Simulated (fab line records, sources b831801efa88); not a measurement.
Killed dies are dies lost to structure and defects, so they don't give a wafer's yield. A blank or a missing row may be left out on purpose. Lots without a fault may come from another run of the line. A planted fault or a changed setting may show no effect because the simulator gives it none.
Which tool did it? | flow sky130 | 11 lots, 33 wafers sampled, at 1 step of a route of 708

WHAT THE GAUGES READ, wafer by wafer
SKY_CONTACT_THK_MEAS_26: measures by xrf.
lot  | measured     | on            | CONTACT_W_THK (nm)
L453 | day 33 00:19 | film_metro-01 | 344 348 349
L452 | day 33 01:10 | film_metro-03 | 348 347 345
L454 | day 33 11:29 | film_metro-01 | 352 351 355
L459 | day 34 22:11 | film_metro-02 | 347 348 344
L465 | day 36 20:49 | film_metro-01 | 350 348 347
L469 | day 37 20:26 | film_metro-02 | 348 353 356
L470 | day 38 00:20 | film_metro-03 | 350 350 355
L471 | day 38 09:28 | film_metro-03 | 347 345 352
L472 | day 38 14:53 | film_metro-03 | 349 354 350
L473 | day 39 06:17 | film_metro-01 | 346 348 351
L474 | day 39 07:56 | film_metro-02 | 345 346 351

WHICH TOOL RAN EACH LOT (tool, then ch and the chambers of the sampled wafers, then the start)
The record holds no process step before these readings.

THE ANSWER, worked out from the rows above alone
Rule: what is usual is taken from the lots themselves. Put in order of their means at a reading, lots are off if they are a third of the lots or fewer, leave a main group of 4 or more, and stand apart from it by a gap of 3 or more times the standard deviation of the main group's means; of several such gaps the widest counts. A main group whose means are all the same, to the digits that the tables above print for the reading, isn't used. A lot without any number at a reading at which 4 lots or more have one is off too. The other lots that the step has rows for count as sound.
No lot is off at any reading shown: from this, nothing can be told.

WHAT THE SIMULATOR HAD PUT IN
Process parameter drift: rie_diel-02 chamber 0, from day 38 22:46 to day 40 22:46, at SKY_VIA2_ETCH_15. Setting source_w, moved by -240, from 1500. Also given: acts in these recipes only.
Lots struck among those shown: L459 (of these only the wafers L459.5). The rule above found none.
